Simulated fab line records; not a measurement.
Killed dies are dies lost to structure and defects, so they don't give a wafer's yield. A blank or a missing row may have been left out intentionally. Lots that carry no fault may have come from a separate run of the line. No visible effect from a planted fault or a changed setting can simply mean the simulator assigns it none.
fab line records | flow sky130
record: lots: 6 wafers: 18 last-day: 50
route steps=708 shown VIA3@585 PAD_OPEN@708
lots with no fault: from the same line, run without faults
start-h: hours from the record's opening day to when the first of the lot's shown wafers began | wait-h: how many hours have passed since the lot's step before this one | " as in the row above | L1.1+2: a row that stands for several wafers | - no value present, or no start provided | * or withheld: withheld | < > ~ a bound
route shown NAME@n: names a module that has steps shown in the file, with the first one's number in the route | usual: mean/standard deviation taken from wafers without a fault | same: alike in all rows | chamber/n: place in a boat | sites: each site's reading | _std_site: how widely they spread, as a standard deviation | _edge_site: the outer-site mean with the inner-site mean subtracted | radius-mm: for every site, how far away it sits from the centre of the wafer | mask NAME#n: copy n | behind: the tool/chamber that last shaped the wafer | hold: reason for holding the lot/hours on hold/outcome of the hold | device: the n, p or np transistor that did not switch | end of line: tests run on the same wafers once the route is complete | for a step that has no rows: nothing shown but its recipe | killed: dies that structure and defects cost at the first sort, which is not the same as the wafer's yield | map: a wafer's dies, x killed, . not, _ none there
set.NAME: the run value of the setting; set.NAME@STEP: its run value at that earlier step | model.NAME: the simulator's own value behind a step, which no gauge read
lots seen at some steps along the route; tables by step, rows by wafer
services: from which hour (start-h, from the record's first day; less than 0 if before it) a tool's chamber was out of use, for how many hours, and why
== steps ==
step: SKY_VIA3_CD_MEAS_12
recipe: target-cd-nm: 200
usual: cd-nm: 200.0/1.4
columns lot.wafer tool chamber start-h wait-h cd-nm
L341.2 cd-sem-02 - 993.77 - 201.2
L341.3 " - " " 201.3
L341.5 " - " " 200.6
L343.1 cd-sem-02 - 997.79 - 201.2
L343.3 " - " " 200.6
L343.4 " - " " 200.2
L344.3 cd-sem-02 - 1002.10 - 201.5
L344.4 " - " " 200.7
L344.6 " - " " 200.4
L346.1 cd-sem-01 - 1003.95 - 199.9
L346.2 " - " " 200.4
L346.3 " - " " 200.1
L352.2 cd-sem-02 - 1060.22 - 201.5
L352.4 " - " " 202.3
L352.5 " - " " 201.3
L357.1 cd-sem-02 - 1075.75 - 199.0
L357.3 " - " " 199.4
L357.6 " - " " 198.5
step: SKY_VIA3_OVL_MEAS_13
usual: VIA3_OVL: 1/4.7
columns lot.wafer tool chamber start-h wait-h VIA3_OVL[nm]
L341.2 overlay-02 - 993.87 0.1 7
L341.3 " - " " 11
L341.5 " - " " 11
L343.1 overlay-02 - 997.91 0.1 0
L343.3 " - " " -1
L343.4 " - " " -3
L344.3 overlay-01 - 1002.19 0.1 0
L344.4 " - " " 4
L344.6 " - " " 2
L346.1 overlay-02 - 1004.07 0.1 0
L346.2 " - " " -6
L346.3 " - " " 4
L352.2 overlay-02 - 1060.32 0.1 3
L352.4 " - " " 2
L352.5 " - " " -1
L357.1 overlay-02 - 1075.87 0.1 1
L357.3 " - " " -7
L357.6 " - " " -2
step: SKY_VIA3_ETCH_14
recipe: chemistry: N2/H2 target: BARC ion-energy-ev: 200 source-w: 500 bias-w: 100 pressure-mtorr: 30 n2-flow-sccm: 100 h2-flow-sccm: 200 stop-on: SiO2 time-s: 45.9 target-depth-a: 600
usual: drypump-motor-current-A: 5.6/0.41 h2-flow-sccm: 200.0/0.58 n2-flow-sccm: 100.0/0.31 oes-product-au: 0.855/0.0045 throttle-valve-pct: 13.224/0.0086
same: time-s: 45.9
columns lot.wafer tool chamber start-h wait-h drypump-motor-current-A h2-flow-sccm n2-flow-sccm oes-product-au rf-hours-counter-h throttle-valve-pct
L341.2 rie-diel-04 2 993.90 0.0 5.0 200.1 100.1 0.861 22 13.225
L341.3 " 1 " " 5.8 200.2 99.8 0.853 15 13.228
L341.5 " 2 " " 5.0 199.7 99.9 0.862 - 13.211
L343.1 rie-diel-03 2 997.95 0.0 6.0 198.4 99.9 0.850 22 13.223
L343.3 " 1 " " 5.1 199.8 99.8 0.855 22 13.225
L343.4 " 3 " " 6.2 199.4 100.5 0.862 1 13.218
L344.3 rie-diel-03 3 1002.21 0.0 6.2 199.6 99.9 0.860 1 13.235
L344.4 " 1 " " 5.1 199.3 100.3 0.843 22 13.209
L344.6 " 1 " " 5.1 199.3 100.3 0.851 - 13.227
L346.1 rie-diel-01 0 1004.10 0.0 5.9 200.4 100.6 0.858 11 13.222
L346.2 " 2 " " 5.3 199.9 100.3 0.850 4 13.236
L346.3 " 1 " " 5.3 200.7 100.2 0.866 8 13.228
L352.2 rie-diel-01 3 1060.35 0.0 5.8 200.1 99.7 0.857 23 13.222
L352.4 " 1 " " 5.4 200.2 100.1 0.864 10 13.219
L352.5 " 0 " " 5.9 200.3 100.0 0.859 - 13.223
L357.1 rie-diel-01 2 1075.90 0.0 5.3 200.6 100.4 0.855 6 13.234
L357.3 " 1 " " 5.3 200.1 100.0 0.855 11 13.223
L357.6 " 2 " " 5.3 199.4 100.0 0.858 - 13.241
step: SKY_VIA3_ETCH_15
recipe: target: SiO2 chemistry: C4F8/O2/Ar target-depth-nm: 507 stop-on: TiN mask-material: KrF-thick source-w: 1500 bias-w: 1200 pressure-mtorr: 40 c4f8-flow-sccm: withheld O2_flow_sccm: 6 Ar_flow_sccm: 300 time-s: 78
usual: oes-product-au: 0.945/0.0046
same: time-s: 78
columns lot.wafer tool chamber start-h wait-h oes-product-au rf-hours-counter-h
L341.2 rie-diel-04 2 993.94 0.0 0.944 22
L341.3 " 1 " " 0.940 15
L341.5 " 2 " " 0.947 -
L343.1 rie-diel-03 2 997.99 0.0 0.949 22
L343.3 " 1 " " 0.933 22
L343.4 " 3 " " 0.946 1
L344.3 rie-diel-03 3 1002.26 0.0 0.952 1
L344.4 " 1 " " 0.948 22
L344.6 " 1 " " 0.948 -
L346.1 rie-diel-01 0 1004.14 0.0 0.950 11
L346.2 " 2 " " 0.937 4
L346.3 " 1 " " 0.944 8
L352.2 rie-diel-01 3 1060.40 0.0 0.940 23
L352.4 " 1 " " 0.947 10
L352.5 " 0 " " 0.946 -
L357.1 rie-diel-01 2 1075.95 0.0 0.949 6
L357.3 " 1 " " 0.943 11
L357.6 " 2 " " 0.947 -
step: SKY_VIA3_STRIP_16
recipe: chemistry: O2/N2 power-w: 1400 pressure-mtorr: 1500 platen-temp-c: withheld o2-flow-sccm: 3000 n2-flow-sccm: 300 overash-fraction: 0.5
usual: drypump-motor-current-A: 5.7/0.49 n2-flow-sccm: 300.1/0.89 oes-product-au: 0.401/0.0045 strip-time-to-endpoint-s: 4.115/0.03
columns lot.wafer tool chamber start-h wait-h drypump-motor-current-A n2-flow-sccm oes-product-au rf-hours-counter-h strip-time-to-endpoint-s
L341.2 plasma-asher-04 1 994.00 0.0 5.7 300.1 0.400 87 4.100
L341.3 " 0 " " 5.9 299.9 0.398 - 4.136
L341.5 " 0 " " 5.9 300.3 0.405 - 4.096
L343.1 plasma-asher-02 0 998.05 0.0 6.1 299.7 0.407 115 4.089
L343.3 " 1 " " 4.8 299.1 0.392 - 4.088
L343.4 " 0 " " 6.1 299.6 0.401 - 4.079
L344.3 plasma-asher-02 0 1002.35 0.1 6.1 301.2 0.396 - 4.120
L344.4 " 1 " " 4.8 300.2 0.401 - 4.125
L344.6 " 0 " " 6.1 300.7 0.401 - 4.131
L346.1 plasma-asher-02 0 1004.20 0.0 6.1 300.8 0.402 116 4.128
L346.2 " 1 " " 4.8 299.7 0.403 116 4.142
L346.3 " 1 " " 4.8 299.3 0.405 - 4.150
L352.2 plasma-asher-04 0 1060.46 0.0 5.8 300.0 0.399 94 4.171
L352.4 " 0 " " 5.8 300.7 0.397 - 4.129
L352.5 " 1 " " 5.7 301.6 0.397 - 4.119
L357.1 plasma-asher-03 0 1076.01 0.0 5.8 300.7 0.401 65 4.162
L357.3 " 0 " " 5.8 299.3 0.401 - 4.137
L357.6 " 1 " " 6.2 301.3 0.403 - 4.150
step: SKY_VIA3_STRIP_17
recipe: chemistry: post-etch-residue-remover time-s: 1200 temp-c: 72.5
step: SKY_VIA3_CLEAN_18
recipe: chemistry: IPA time-s: 180 temp-c: 25
step: SKY_VIA3_CLEAN_19
recipe: chemistry: O3/DIW dry: n2-spin
step: SKY_VIA3_SPUTTER_20
recipe: material: TiN target-thk-nm: 20 chamber-pressure-pa: 5 power-w: 3878 time-s: 80
usual: throttle-valve-pct: 29.7/0.8
same: time-s: 80
columns lot.wafer tool chamber start-h wait-h throttle-valve-pct
L341.2 pvd-sputter-03 - 994.60 0.0 30.4
L341.3 " - " " 29.4
L341.5 " - " " 29.7
L343.1 pvd-sputter-03 - 999.13 0.0 29.6
L343.3 " - " " 30.5
L343.4 " - " " 29.3
L344.3 pvd-sputter-02 - 1003.34 0.0 31.0
L344.4 " - " " 29.0
L344.6 " - " " 30.1
L346.1 pvd-sputter-03 - 1004.80 0.0 29.6
L346.2 " - " " 30.4
L346.3 " - " " 30.5
L352.2 pvd-sputter-01 - 1061.35 0.0 28.0
L352.4 " - " " 31.0
L352.5 " - " " 28.2
L357.1 pvd-sputter-02 - 1076.79 0.0 29.0
L357.3 " - " " 29.9
L357.6 " - " " 28.6
step: SKY_VIA3_CVD_21
recipe: material: W target-thk-nm: 390 time-s: 117.31 temp-c: 400 pressure-torr: 40
usual: heater-power-w: 867/51
same: time-s: 117.31
columns lot.wafer tool chamber start-h wait-h heater-power-w
L341.2 cvd-w-02 1 994.66 0.0 871
L341.3 " 0 " " 886
L341.5 " 0 " " 878
L343.1 cvd-w-02 1 999.20 0.0 853
L343.3 " 1 " " 872
L343.4 " 0 " " 879
L344.3 cvd-w-01 1 1003.44 0.1 925
L344.4 " 0 " " 792
L344.6 " 0 " " 799
L346.1 cvd-w-01 0 1004.86 0.0 793
L346.2 " 1 " " 929
L346.3 " 0 " " 787
L352.2 cvd-w-01 0 1061.41 0.0 799
L352.4 " 1 " " 916
L352.5 " 0 " " 808
L357.1 cvd-w-02 0 1076.85 0.0 887
L357.3 " 1 " " 836
L357.6 " 1 " " 869
step: SKY_VIA3_RS_MEAS_22
recipe: thk-meas-gauge: four-point-probe reads: W_of_VIA3_CVD_21+TiN_of_VIA3_SPUTTER_20
usual: VIA3_W_RS: 0.294/0.0034
columns lot.wafer tool chamber start-h wait-h VIA3_W_RS[ohm/sq]
L341.2 film-metro-02 - 994.80 0.1 0.293
L341.3 " - " " 0.291
L341.5 " - " " 0.292
L343.1 film-metro-01 - 999.32 0.1 0.294
L343.3 " - " " 0.290
L343.4 " - " " 0.292
L344.3 film-metro-03 - 1003.56 0.1 0.300
L344.4 " - " " 0.296
L344.6 " - " " 0.296
L346.1 film-metro-02 - 1004.98 0.1 0.293
L346.2 " - " " 0.302
L346.3 " - " " 0.293
L352.2 film-metro-03 - 1061.55 0.1 0.295
L352.4 " - " " 0.300
L352.5 " - " " 0.294
L357.1 film-metro-02 - 1076.97 0.1 0.294
L357.3 " - " " 0.294
L357.6 " - " " 0.292
step: SKY_VIA3_THK_MEAS_23
recipe: thk-meas-gauge: xrf reads: W_of_VIA3_CVD_21
usual: VIA3_W_THK: 388/5.7
columns lot.wafer tool chamber start-h wait-h VIA3_W_THK[nm]
L341.2 film-metro-02 - 994.91 0.1 385
L341.3 " - " " 389
L341.5 " - " " 386
L343.1 film-metro-01 - 999.44 0.1 394
L343.3 " - " " 401
L343.4 " - " " 397
L344.3 film-metro-03 - 1003.66 0.1 380
L344.4 " - " " 387
L344.6 " - " " 388
L346.1 film-metro-02 - 1005.10 0.1 386
L346.2 " - " " 373
L346.3 " - " " 385
L352.2 film-metro-03 - 1061.66 0.1 388
L352.4 " - " " 382
L352.5 " - " " 387
L357.1 film-metro-02 - 1077.09 0.1 386
L357.3 " - " " 386
L357.6 " - " " 385
step: SKY_VIA3_CMP_24
recipe: stop-on: SiO2 t-overpolish-s: 20 down-force-psi: 3.5 platen-rpm: 60 target-thk-nm: 0 pad-velocity-m-s: 0.94248
usual: motor-current-A: 11.0/1.5 overpolish-run-s: 20.001/0.0097 time-to-endpoint-s: 93/5
columns lot.wafer tool chamber start-h wait-h motor-current-A overpolish-run-s time-to-endpoint-s
L341.2 cmp-01 2 994.96 0.0 13.6 19.995 93
L341.3 " 1 " " 10.0 19.992 92
L341.5 " 2 " " 14.0 20.001 94
L343.1 cmp-02 2 999.50 0.1 9.8 19.988 95
L343.4 " 3 " " 11.8 20.000 99
L343.3 " 1 " " 9.3 20.002 88
L344.4 cmp-02 2 1003.80 0.1 10.4 0.046 147
L344.3 " 3 " " 11.8 0.038 146
L344.6 " 0 " " 10.2 0.036 147
L346.3 cmp-02 1 1005.16 0.0 9.6 0.034 148
L346.1 " 3 " " 11.9 0.047 148
L346.2 " 0 " " 10.2 0.030 145
L352.4 cmp-01 1 1061.76 0.1 9.7 20.002 91
L352.2 " 2 " " 14.1 20.002 91
L352.5 " 1 " " 9.8 19.994 91
L357.1 cmp-01 2 1077.15 0.1 14.0 20.002 91
L357.3 " 3 " " 12.5 20.011 93
L357.6 " 2 " " 13.3 19.990 91
step: SKY_PAD_OPEN_PROBE_99
usual: defect-limited-yield: 82.5/1.9 killed_at_M0_to_M3: 42/6.4 killed_at_M4_up: 2.9/1.7 killed-at-contacts: 25/5.2 killed-at-front-end: 16/4.4 killed-at-other: 0.4/0.65 killed-dies: 86/9.2 killed-on-rim: 17/3.9 killed-open: 47/6.6 killed-short: 39/5.8 sort_bin_3_pad_short: 0.9/0.42 sort_bin_5_function: 10.4/1.5 sort_bin_6_memory: 6.3/1 sort-n-pass: 406/9.2 sort-yield-pct: 82.5/1.9
same: gross-dies: 492 killed-at-back-side: 0 sort_bin_4_leakage[%]: 0 sort_bin_8_speed[%]: 0
columns lot.wafer tool chamber start-h wait-h defect-limited-yield[%] killed_at_M0_to_M3 killed_at_M4_up killed-at-contacts killed-at-front-end killed-at-other killed-dies killed-on-rim killed-open killed-short sort_bin_3_pad_short[%] sort_bin_5_function[%] sort_bin_6_memory[%] sort-n-pass sort-yield-pct[%]
L341.2 prober-01 - 1130.47 0.1 82.3 49 3 18 17 0 87 18 46 41 0.6 8.7 8.3 405 82.3
L341.3 prober-01 - 1130.52 0.2 82.9 42 7 18 16 1 84 17 43 41 1.2 9.6 6.3 408 82.9
L341.5 prober-01 - 1130.62 0.2 82.3 44 3 24 16 0 87 23 46 41 0.6 11.2 5.9 405 82.3
L343.1 prober-02 - 1136.96 0.1 81.5 35 4 31 21 0 91 13 58 32 0.6 11.0 6.9 401 81.5
L343.3 prober-02 - 1137.06 0.2 80.5 41 4 29 22 0 96 20 49 46 1.0 11.6 6.9 396 80.5
L343.4 prober-02 - 1137.11 0.2 84.6 31 1 25 18 1 76 11 36 38 0.8 9.3 5.3 416 84.6
L344.3 prober-02 - 1141.14 0.2 0 455 1 22 14 0 492 96 43 37 84.6 11.0 4.5 0 0
L344.4 prober-02 - 1141.19 0.2 0 459 6 19 8 0 492 96 33 34 87.4 7.7 4.9 0 0
L344.6 prober-02 - 1141.29 0.2 0 451 3 20 17 1 492 96 40 38 84.8 11.6 3.7 0 0
L346.1 prober-02 - 1142.44 0.1 0 451 5 22 14 0 492 96 44 30 85.6 8.5 5.9 0 0
L346.2 prober-02 - 1142.49 0.1 0 445 4 26 17 0 492 96 58 41 80.7 12.4 6.9 0 0
L346.3 prober-02 - 1142.54 0.2 0 454 1 20 16 1 492 96 35 39 85.4 9.1 5.5 0 0
L357.1 prober-01 - 1195.86 0.1 84.6 43 2 20 11 0 76 16 43 32 0.6 8.7 6.1 416 84.6
L357.3 prober-01 - 1195.96 0.2 82.7 39 3 27 16 0 85 21 50 33 0.8 11.4 5.1 407 82.7
L357.6 prober-01 - 1196.11 0.2 80.7 42 4 29 19 1 95 19 54 40 1.2 11.0 7.1 397 80.7
killed by level:class
L341.2 VIA1:geometric-particle:open=11 VIA3:geometric-particle:open=10 METAL1:geometric-particle:short=9 VIA2:geometric-particle:open=8 POLY_GATE:geometric-particle:short=6 POLY_GATE:geometric-particle:open=5 LOCAL_INTERCONNECT:geometric-particle:short=5 CONTACT:geometric-particle:short=5
L341.3 VIA1:geometric-particle:open=10 CONTACT:geometric-particle:open=9 VIA3:geometric-particle:open=8 POLY_GATE:geometric-particle:short=5 LI_CONTACT:geometric-particle:open=5 METAL1:geometric-particle:short=5 VIA1:geometric-particle:short=5 FIELD_ISO:geometric-particle:short=4
L341.5 CONTACT:geometric-particle:open=12 VIA3:geometric-particle:open=8 VIA1:geometric-particle:open=7 METAL1:geometric-particle:short=7 FIELD_ISO:geometric-particle:short=6 CONTACT:geometric-particle:short=6 VIA1:geometric-particle:short=5 FIELD_ISO:geometric-particle:open=4
L343.1 CONTACT:geometric-particle:open=15 VIA1:geometric-particle:open=9 VIA3:geometric-particle:open=8 CONTACT:geometric-particle:short=7 POLY_GATE:geometric-particle:open=5 LI_CONTACT:geometric-particle:open=5 VIA2:geometric-particle:open=5 POLY_CUT:geometric-particle:short=4
L343.3 CONTACT:geometric-particle:open=13 VIA3:geometric-particle:open=8 LI_CONTACT:geometric-particle:open=6 LOCAL_INTERCONNECT:geometric-particle:short=6 METAL2:geometric-particle:short=6 FIELD_ISO:geometric-particle:open=5 POLY_GATE:geometric-particle:short=5 VIA1:geometric-particle:open=5
L343.4 VIA1:geometric-particle:open=8 VIA2:geometric-particle:open=7 CONTACT:geometric-particle:open=7 CONTACT:geometric-particle:short=6 FIELD_ISO:geometric-particle:short=5 LI_CONTACT:geometric-particle:short=5 LOCAL_INTERCONNECT:geometric-particle:short=5 FIELD_ISO:geometric-particle:open=4
L344.3 VIA3:area-cmp=412 VIA2:geometric-particle:open=8 VIA3:geometric-particle:open=7 VIA1:geometric-particle:open=7 CONTACT:geometric-particle:open=6 FIELD_ISO:geometric-particle:open=5 LI_CONTACT:geometric-particle:open=5 CONTACT:geometric-particle:short=5
L344.4 VIA3:area-cmp=425 CONTACT:geometric-particle:open=6 METAL3:geometric-particle:short=6 VIA1:geometric-particle:open=5 LI_CONTACT:geometric-particle:open=4 VIA3:geometric-particle:open=4 POLY_GATE:geometric-particle:short=3 LI_CONTACT:geometric-particle:short=3
L344.6 VIA3:area-cmp=413 VIA3:geometric-particle:open=9 CONTACT:geometric-particle:open=8 METAL1:geometric-particle:short=6 POLY_GATE:geometric-particle:open=5 FIELD_ISO:geometric-particle:short=4 VIA1:geometric-particle:open=4 CONTACT:geometric-particle:short=4
L346.1 VIA3:area-cmp=418 CONTACT:geometric-particle:open=10 FIELD_ISO:geometric-particle:open=5 LI_CONTACT:geometric-particle:open=5 VIA1:geometric-particle:open=5 VIA2:geometric-particle:open=5 VIA3:geometric-particle:open=5 FIELD_ISO:geometric-particle:short=4
L346.2 VIA3:area-cmp=393 VIA1:geometric-particle:open=14 LI_CONTACT:geometric-particle:open=11 CONTACT:geometric-particle:open=8 VIA1:geometric-particle:short=8 VIA2:geometric-particle:open=6 FIELD_ISO:geometric-particle:open=5 METAL1:geometric-particle:short=5
L346.3 VIA3:area-cmp=418 CONTACT:geometric-particle:open=8 VIA3:geometric-particle:open=6 VIA1:geometric-particle:open=6 POLY_GATE:geometric-particle:short=5 LI_CONTACT:geometric-particle:open=5 VIA1:geometric-particle:short=5 VIA2:geometric-particle:open=5
L357.1 VIA2:geometric-particle:open=9 CONTACT:geometric-particle:open=8 VIA3:geometric-particle:open=7 VIA1:geometric-particle:open=7 VIA2:geometric-particle:short=6 LI_CONTACT:geometric-particle:open=4 VIA1:geometric-particle:short=4 METAL3:geometric-particle:short=4
L357.3 CONTACT:geometric-particle:open=10 VIA1:geometric-particle:open=8 VIA2:geometric-particle:open=7 LI_CONTACT:geometric-particle:open=6 METAL1:geometric-particle:short=5 FIELD_ISO:geometric-particle:short=4 POLY_CUT:geometric-particle:open=4 LOCAL_INTERCONNECT:geometric-particle:open=4
L357.6 LI_CONTACT:geometric-particle:open=10 CONTACT:geometric-particle:open=8 VIA1:geometric-particle:open=7 VIA2:geometric-particle:open=7 METAL2:geometric-particle:short=6 VIA3:geometric-particle:open=5 FIELD_ISO:geometric-particle:short=4 POLY_CUT:geometric-particle:short=4
map L344.3 (x killed, . not)
__________xxxxxxxxxx_________
________xxxxxxxxxxxxxx_______
______xxxxxxxxxxxxxxxxxx_____
_____xxxxxxxxxxxxxxxxxxxx____
____xxxxxxxxxxxxxxxxxxxxxx___
___xxxxxxxxxxxxxxxxxxxxxxxx__
__xxxxxxxxxxxxxxxxxxxxxxxxxx_
_xxxxxxxxxxxxxxxxxxxxxxxxxxxx
_xxxxxxxxxxxxxxxxxxxxxxxxxxxx
_xxxxxxxxxxxxxxxxxxxxxxxxxxxx
_xxxxxxxxxxxxxxxxxxxxxxxxxxxx
_xxxxxxxxxxxxxxxxxxxxxxxxxxxx
_xxxxxxxxxxxxxxxxxxxxxxxxxxxx
_xxxxxxxxxxxxxxxxxxxxxxxxxxxx
_xxxxxxxxxxxxxxxxxxxxxxxxxxxx
__xxxxxxxxxxxxxxxxxxxxxxxxxx_
___xxxxxxxxxxxxxxxxxxxxxxxx__
____xxxxxxxxxxxxxxxxxxxxxx___
_____xxxxxxxxxxxxxxxxxxxx____
______xxxxxxxxxxxxxxxxxx_____
________xxxxxxxxxxxxxx_______
__________xxxxxxxxxx_________
map L346.1 (x killed, . not)
__________xxxxxxxxxx_________
________xxxxxxxxxxxxxx_______
______xxxxxxxxxxxxxxxxxx_____
_____xxxxxxxxxxxxxxxxxxxx____
____xxxxxxxxxxxxxxxxxxxxxx___
___xxxxxxxxxxxxxxxxxxxxxxxx__
__xxxxxxxxxxxxxxxxxxxxxxxxxx_
_xxxxxxxxxxxxxxxxxxxxxxxxxxxx
_xxxxxxxxxxxxxxxxxxxxxxxxxxxx
_xxxxxxxxxxxxxxxxxxxxxxxxxxxx
_xxxxxxxxxxxxxxxxxxxxxxxxxxxx
_xxxxxxxxxxxxxxxxxxxxxxxxxxxx
_xxxxxxxxxxxxxxxxxxxxxxxxxxxx
_xxxxxxxxxxxxxxxxxxxxxxxxxxxx
_xxxxxxxxxxxxxxxxxxxxxxxxxxxx
__xxxxxxxxxxxxxxxxxxxxxxxxxx_
___xxxxxxxxxxxxxxxxxxxxxxxx__
____xxxxxxxxxxxxxxxxxxxxxx___
_____xxxxxxxxxxxxxxxxxxxx____
______xxxxxxxxxxxxxxxxxx_____
________xxxxxxxxxxxxxx_______
__________xxxxxxxxxx_________
== services ==
columns tool chamber start-h hours kind
rie-diel-04 1 970.36 4.3 repair
pvd-sputter-01 - 978.72 24.4 repair
cvd-w-01 - 990.57 6.9 pm
rie-diel-01 3 995.65 8.7 repair
pvd-sputter-01 3 1004.16 - consumable-replace:kit
pvd-sputter-01 3 1004.16 18.0 scheduled-down
pvd-sputter-01 3 1004.16 18.0 vent-cycle
rie-diel-04 0 1011.08 1.6 repair
cmp-01 - 1016.77 4.9 pm
rie-diel-04 2 1024.76 9.5 repair
rie-diel-03 1 1036.27 8.8 repair
cmp-02 - 1038.51 10.4 pm
cvd-w-02 - 1039.64 0.4 repair
cmp-02 - 1049.64 1.3 repair
rie-diel-01 2 1049.67 2.8 repair
plasma-asher-02 - 1055.25 9.0 pm
plasma-asher-02 0 1055.25 9.0 vent-cycle
plasma-asher-02 1 1055.25 9.0 vent-cycle
cvd-w-01 1 1055.94 2.9 repair
plasma-asher-02 0 1064.25 - clean
plasma-asher-02 1 1064.25 - clean
plasma-asher-03 - 1067.99 3.6 repair
cmp-01 - 1072.86 1.1 repair
== key ==
first-sign: step: SKY_VIA3_CMP_24 reading: overpolish-run-s direction: down sigmas: 99+ usual: 20.001 struck: 0.039
effect: step: SKY_VIA3_CMP_24 reading: time-to-endpoint-s direction: up sigmas: 11 usual: * struck: *
effect: step: SKY_PAD_OPEN_PROBE_99 reading: sort_bin_3_pad_short direction: up sigmas: 99+ usual: 0.9 struck: 84.7
more-kills-born-at: SKY_VIA3_CMP_24@cmp-02: 2479
met-at SKY_VIA3_CMP_24
struck-wafers L344.3,L344.4,L344.6,L346.1,L346.2,L346.3
later-rows-left-out L344.3,L344.4,L344.6,L346.1,L346.2,L346.3
onset-between 999.50 1003.80
fault: kind: process-parameter-drift tool: cmp-02 chamber: - onset-h: 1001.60 steps: SKY_VIA3_CMP_24 channel: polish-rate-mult offset: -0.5 shape: step end-h: 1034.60
later-rows-left-out: the simulator's readings of these wafers behind a module that went badly wrong aren't trusted and aren't shown, but for the sort
